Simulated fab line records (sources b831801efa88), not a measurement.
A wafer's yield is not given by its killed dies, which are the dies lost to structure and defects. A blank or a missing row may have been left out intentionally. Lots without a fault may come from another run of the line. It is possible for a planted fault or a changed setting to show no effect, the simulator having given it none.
A sampling plan put to the test ; flow sky130 ; 20 faults told of in these records, all on one fab line, each judged by the records of the lots it struck
The line's own looks make up the plan; these are the steps of the route where a gauge or inspection reads the wafer and leaves it unchanged. A look can be judged if struck wafers have a number there and the file gives its usual mean and standard deviation on fault-free wafers. Caught: the struck wafers' mean, at a look after the fault's first step, is 4 or more of those standard deviations (sigma) away from the usual mean. On the tool: the identical test, applied to the tool's own readings at the steps of the fault. A different recipe on the struck wafers counts as caught too, as does a record blank only for those wafers.

## THE FAULTS, as the simulator had put them in
1. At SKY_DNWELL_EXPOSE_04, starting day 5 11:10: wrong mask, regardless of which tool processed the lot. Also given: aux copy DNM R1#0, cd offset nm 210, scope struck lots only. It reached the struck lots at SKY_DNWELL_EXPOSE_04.
2. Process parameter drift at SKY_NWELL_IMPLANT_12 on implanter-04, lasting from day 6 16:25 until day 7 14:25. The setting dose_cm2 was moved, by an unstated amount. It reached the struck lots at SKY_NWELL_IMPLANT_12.
3. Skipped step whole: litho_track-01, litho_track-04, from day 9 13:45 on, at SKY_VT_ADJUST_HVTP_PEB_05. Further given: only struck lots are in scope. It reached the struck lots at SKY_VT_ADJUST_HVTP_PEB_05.
4. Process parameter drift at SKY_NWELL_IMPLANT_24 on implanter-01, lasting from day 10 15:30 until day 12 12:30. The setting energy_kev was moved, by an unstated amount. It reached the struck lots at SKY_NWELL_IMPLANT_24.
5. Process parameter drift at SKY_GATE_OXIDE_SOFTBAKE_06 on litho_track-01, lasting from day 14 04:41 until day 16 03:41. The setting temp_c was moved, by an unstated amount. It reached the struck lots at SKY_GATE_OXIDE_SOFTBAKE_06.
6. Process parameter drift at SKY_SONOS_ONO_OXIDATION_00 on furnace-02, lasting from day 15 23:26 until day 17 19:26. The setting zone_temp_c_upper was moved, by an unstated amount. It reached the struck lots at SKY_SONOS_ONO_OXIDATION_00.
7. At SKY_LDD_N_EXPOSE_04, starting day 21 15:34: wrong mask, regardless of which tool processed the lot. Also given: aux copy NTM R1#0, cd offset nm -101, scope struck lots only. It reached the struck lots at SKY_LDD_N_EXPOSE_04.
8. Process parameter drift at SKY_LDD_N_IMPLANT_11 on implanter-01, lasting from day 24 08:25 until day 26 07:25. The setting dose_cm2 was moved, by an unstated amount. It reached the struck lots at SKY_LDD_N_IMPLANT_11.
9. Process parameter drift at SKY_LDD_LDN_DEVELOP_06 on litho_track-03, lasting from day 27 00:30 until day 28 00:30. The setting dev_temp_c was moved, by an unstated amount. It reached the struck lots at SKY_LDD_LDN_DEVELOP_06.
10. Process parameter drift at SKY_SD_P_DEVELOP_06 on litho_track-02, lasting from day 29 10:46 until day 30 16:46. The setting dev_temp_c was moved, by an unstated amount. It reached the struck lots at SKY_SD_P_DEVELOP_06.
11. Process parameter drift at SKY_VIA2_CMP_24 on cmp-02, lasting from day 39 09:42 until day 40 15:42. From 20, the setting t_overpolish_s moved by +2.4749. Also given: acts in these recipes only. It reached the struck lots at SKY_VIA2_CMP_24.
12. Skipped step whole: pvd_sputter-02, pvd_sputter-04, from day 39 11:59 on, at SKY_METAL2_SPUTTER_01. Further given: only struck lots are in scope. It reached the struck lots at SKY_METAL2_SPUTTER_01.
13. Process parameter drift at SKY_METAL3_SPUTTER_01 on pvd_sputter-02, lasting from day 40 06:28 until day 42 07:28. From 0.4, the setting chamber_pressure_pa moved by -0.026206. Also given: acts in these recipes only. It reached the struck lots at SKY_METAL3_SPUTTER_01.
14. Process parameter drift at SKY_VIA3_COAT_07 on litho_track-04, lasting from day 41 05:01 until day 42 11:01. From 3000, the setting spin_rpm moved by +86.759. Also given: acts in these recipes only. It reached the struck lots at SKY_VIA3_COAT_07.
15. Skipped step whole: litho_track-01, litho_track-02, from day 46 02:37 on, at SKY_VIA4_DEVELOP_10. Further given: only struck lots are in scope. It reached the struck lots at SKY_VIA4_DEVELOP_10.
16. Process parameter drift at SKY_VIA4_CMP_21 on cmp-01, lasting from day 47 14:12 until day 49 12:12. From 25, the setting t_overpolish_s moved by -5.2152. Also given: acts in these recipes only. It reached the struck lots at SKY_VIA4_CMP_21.
17. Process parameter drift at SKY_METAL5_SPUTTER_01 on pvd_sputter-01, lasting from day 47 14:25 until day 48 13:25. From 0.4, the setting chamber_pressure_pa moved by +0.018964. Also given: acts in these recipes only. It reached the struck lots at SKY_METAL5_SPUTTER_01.
18. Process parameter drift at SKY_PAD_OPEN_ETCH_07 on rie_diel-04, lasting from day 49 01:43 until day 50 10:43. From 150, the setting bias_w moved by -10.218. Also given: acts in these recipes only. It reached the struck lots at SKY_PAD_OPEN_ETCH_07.
19. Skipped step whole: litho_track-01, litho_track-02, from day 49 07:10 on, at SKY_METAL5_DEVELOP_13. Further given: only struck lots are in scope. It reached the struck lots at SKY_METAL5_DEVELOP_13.
20. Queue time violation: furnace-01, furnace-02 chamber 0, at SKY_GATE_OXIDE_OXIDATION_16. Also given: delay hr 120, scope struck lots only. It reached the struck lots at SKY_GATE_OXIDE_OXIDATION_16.

## WHAT THE PLAN SAW
fault;on the tool itself;first look that catches it;reading, sigma;median hours from its first step to that look;hours from the fault's start to the first struck lot there;judged looks passed uncaught
1;no reading that can be judged;none of the 2 looks that can be judged after it;-;-;-;2
2;dose_ions_cm2 +83 sigma;none of the 2 looks that can be judged after it;-;-;-;2
3;no reading that can be judged;no look after it can be judged;-;-;-;0
4;beam_energy_keV -99 or beyond sigma;not the one look that can be judged after it;-;-;-;1
5;heater_power_total_W +35 sigma;no look after it can be judged;-;-;-;0
6;spike_tc_upper_C -30 sigma;no look after it can be judged;-;-;-;0
7;no reading that can be judged;none of the 2 looks that can be judged after it;-;-;-;2
8;dose_ions_cm2 -76 sigma;not the one look that can be judged after it;-;-;-;1
9;developer_temp_C -8.5 sigma;none of the 2 looks that can be judged after it;-;-;-;2
10;developer_temp_C +7.5 sigma;none of the 3 looks that can be judged after it;-;-;-;3
11;overpolish_run_s +99 or beyond sigma;no look after it can be judged;-;-;-;0
12;the tool's record is blank for the struck wafers;no look after it can be judged;-;-;-;0
13;chamber_pressure_pa -34 sigma;no look after it can be judged;-;-;-;0
14;spin_speed_rpm +48 sigma;not the one look that can be judged after it;-;-;-;1
15;the tool's record is blank for the struck wafers;no look after it can be judged;-;-;-;0
16;overpolish_run_s -99 or beyond sigma;no look after it can be judged;-;-;-;0
17;chamber_pressure_pa +22 sigma;no look after it can be judged;-;-;-;0
18;bias_w -26 sigma;no look after it can be judged;-;-;-;0
19;the tool's record is blank for the struck wafers;no look after it can be judged;-;-;-;0
20;under 2 sigma;none of the 2 looks that can be judged after it;-;-;-;2
A dash: the fault is not caught, or the number is missing from these records.

Caught at a look: 0 of 20. Caught on the tool: 16 of 20. By one or the other: 16 of 20.
On the tool alone, faults 2, 4, 5, 6, 8, 9, 10, 11, 12, 13, 14, 15, 16, 17, 18, 19 were caught.
Caught by neither: faults 1, 3, 7, 20.
